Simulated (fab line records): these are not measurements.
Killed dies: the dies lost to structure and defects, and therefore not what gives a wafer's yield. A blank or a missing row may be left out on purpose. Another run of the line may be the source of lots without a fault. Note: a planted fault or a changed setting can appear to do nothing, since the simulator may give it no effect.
Which tool is to blame?	flow sky130	11 lots, 33 wafers sampled, at 5 steps of a route of 708

WHAT THE GAUGES SHOWED, per wafer
SKY_NWELL_OVL_MEAS_10.
lot	measured	on	NWELL_00_OVL (nm)
L625	day 4 15:17	overlay-01	0.4 -1.6 -1.1
L627	day 5 03:44	overlay-01	-1.6 0.6 -2.6
L628	day 5 11:20	overlay-01	-0.5 1.8 0.5
L630	day 5 18:37	overlay-01	1.5 1.8 2.0
L632	day 6 05:47	overlay-01	-0.9 -0.4 -2.3
L634	day 7 00:05	overlay-01	-0.6 -0.6 0.1
L635	day 7 03:17	overlay-01	0.9 1.4 2.5
L638	day 7 17:41	overlay-02	1.2 -0.3 -3.2
L639	day 7 22:26	overlay-01	0.3 0.1 -0.6
L647	day 9 22:17	overlay-02	-3.7 -1.0 -4.6
L648	day 10 02:02	overlay-02	1.1 0.6 2.0

SKY_SPACER_THK_MEAS_01.
lot	measured	on	SPACER_CVD_00_THK (nm)
L625	day 23 04:29	film metro-01	42.9 42.8 43.1
L627	day 24 01:57	film metro-01	43.9 43.9 43.4
L628	day 24 17:23	film metro-01	43.4 43.6 43.6
L630	day 24 22:23	film metro-02	42.4 42.7 42.7
L632	day 25 22:06	film metro-02	42.9 43.0 42.8
L634	day 27 00:01	film metro-02	42.7 42.7 42.4
L635	day 27 07:00	film metro-02	42.7 42.2 42.8
L638	day 27 23:02	film metro-01	43.4 43.7 43.7
L639	day 28 17:54	film metro-04	42.7 42.7 42.5
L647	day 30 18:52	film metro-01	50.8 50.9 50.9
L648	day 30 20:05	film metro-04	51.0 50.8 50.6

SKY_LI_CONTACT_THK_MEAS_01.
lot	measured	on	LI_CONTACT_HDPCVD_THK (nm)
L625	day 28 04:31	film metro-01	913 921 918
L627	day 29 02:34	film metro-04	924 925 917
L628	day 29 17:55	film metro-04	931 913 927
L630	day 29 20:46	film metro-04	921 925 921
L632	day 30 19:53	film metro-04	933 911 947
L634	day 31 19:52	film metro-04	924 931 929
L635	day 32 03:39	film metro-03	933 931 943
L638	day 32 18:52	film metro-03	914 957 932
L639	day 33 11:29	film metro-01	927 912 922
L647	day 35 11:37	film metro-03	926 938 945
L648	day 35 12:58	film metro-04	921 948 923

EACH LOT AND THE TOOL THAT RAN IT (in order: tool; ch and the chambers of the sampled wafers; start)
lot	SKY_SPACER_CVD_00	SKY_SPACER_ETCHBACK_02
L625	lpcvd-02 ch 1, day 23 03:16	rie diel-02 ch 0,1, day 23 04:32
L627	lpcvd-02 ch 1, day 24 00:08	rie diel-01 ch 0,3, day 24 02:00
L628	lpcvd-02 ch 0, day 24 16:10	rie diel-02 ch 0,1,3, day 24 17:26
L630	lpcvd-02 ch 1, day 24 21:10	rie diel-02 ch 0,1,3, day 24 22:26
L632	lpcvd-02 ch 1, day 25 20:52	rie diel-03 ch 0,3, day 25 22:08
L634	lpcvd-02 ch 1, day 26 22:48	rie diel-02 ch 1,2,3, day 27 00:04
L635	lpcvd-02 ch 1, day 27 05:48	rie diel-01 ch 1,2, day 27 07:04
L638	lpcvd-02 ch 1, day 27 21:50	rie diel-02 ch 0,1,3, day 27 23:06
L639	lpcvd-02 ch 0, day 28 16:05	rie diel-03 ch 0,1,3, day 28 17:57
L647	lpcvd-02 ch 1, day 30 17:40	rie diel-02 ch 0,2,3, day 30 18:55
L648	lpcvd-02 ch 1, day 30 18:52	rie diel-01 ch 0,1,3, day 30 20:08
- SKY_SPACER_CVD_00: deposits Si3N4 from DCS/NH3, target thk 43.1 nm, time 740 s.
- SKY_SPACER_ETCHBACK_02: etches Si3N4 in CH3F/O2, stops on SiO2, time 46.7 s, target depth 45 nm.

WHAT THE TOOLS THEMSELVES READ (means of the sampled wafers that have a number; where no wafer has one, the mark that the record gives instead)
SKY_SPACER_CVD_00.
lot	tool	spike tc bottom C (C)	spike tc centre C (C)	spike tc lower C (C)	spike tc top C (C)	spike tc upper C (C)	susceptor temp C (C)
L625	lpcvd-02	792.5	769.8	770.5	785.2	767.5	769.9
L627	lpcvd-02	791.9	769.7	771.0	786.7	768.7	769.8
L628	lpcvd-02	794.7	771.0	770.5	780.7	770.4	769.9
L630	lpcvd-02	791.7	770.3	771.6	784.8	768.7	770.1
L632	lpcvd-02	792.3	770.4	771.0	785.8	769.2	770.1
L634	lpcvd-02	792.7	769.9	770.5	785.3	768.1	770.3
L635	lpcvd-02	793.4	770.5	771.7	786.2	768.1	770.1
L638	lpcvd-02	792.4	770.2	770.7	784.9	768.6	770.3
L639	lpcvd-02	795.1	771.4	771.3	781.0	770.7	769.5
L647	lpcvd-02	801.7	779.6	779.5	794.1	777.3	779.4
L648	lpcvd-02	802.4	779.1	781.3	794.5	777.5	779.5

SKY_SPACER_ETCHBACK_02.
lot	tool	drypump motor current A (A)	oes product au (a.u.)	throttle valve pct (%)
L625	rie diel-02	6.1	0.848	10.567
L627	rie diel-01	5.2	0.863	10.560
L628	rie diel-02	5.8	0.856	10.564
L630	rie diel-02	5.9	0.851	10.562
L632	rie diel-03	5.0	0.847	10.556
L634	rie diel-02	5.5	0.850	10.559
L635	rie diel-01	6.0	0.852	10.568
L638	rie diel-02	5.9	0.858	10.561
L639	rie diel-03	5.3	0.851	10.560
L647	rie diel-02	5.8	0.940	10.577
L648	rie diel-01	5.2	0.934	10.573

THE ANSWER, worked out from the rows above alone
Rule: the usual values come from the lots themselves. The widest of any qualifying gaps counts: lots, ordered by their means at a reading, are off when they make up no more than a third of the lots, leave a main group of 4 or more, and stand apart from it by 3 or more times the standard deviation of that group's means. A main group is skipped when, at the precision printed for the reading in the tables above, its means are all equal. A lot without any number at a reading at which 4 lots or more have one is off too. The other lots that the step has rows for count as sound. First the gauges in route order, then the tools' own readings, where a lot's mean is used as printed above. The first step at which some lot is off is used, and at that step the reading that is off furthest; a lot without a number counts as furthest.
Off: L647, L648, at SKY_SPACER_THK_MEAS_01 (SPACER_CVD_00_THK). For the main group the mean is 43.0 nm and the standard deviation 0.45.
A tool fits if, at a process step before that reading, it ran every lot that is off, and no sound lot after the first of them. Not tried: the gauges at SKY_SPACER_THK_MEAS_01; whatever is off there is also off at SKY_SPACER_CVD_00, on other tools, and gauge error can't account for it. One fits: lpcvd-02 at SKY_SPACER_CVD_00. A fault onset in the window from L639 (day 28 16:05, its last sound lot) to L647 (day 30 17:40, its first lot off) fits.
The tool's own readings at SKY_SPACER_CVD_00 bear it out: on the lots that are off they differ by more than 5 times the standard deviation of the sound lots' means. spike tc bottom C reads 802.0 C there against 793.0 C on the sound lots; spike tc centre C reads 779.4 C there against 770.4 C on the sound lots; spike tc lower C reads 780.4 C there against 771.0 C on the sound lots; spike tc upper C reads 777.4 C there against 768.9 C on the sound lots; susceptor temp C reads 779.5 C there against 770.0 C on the sound lots.

WHAT HAD BEEN PUT IN BY THE SIMULATOR
lpcvd-02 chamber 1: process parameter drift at SKY_SPACER_CVD_00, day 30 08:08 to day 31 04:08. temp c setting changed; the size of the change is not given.
Shown lots that were struck: L647, L648. The rule above reached the same finding.
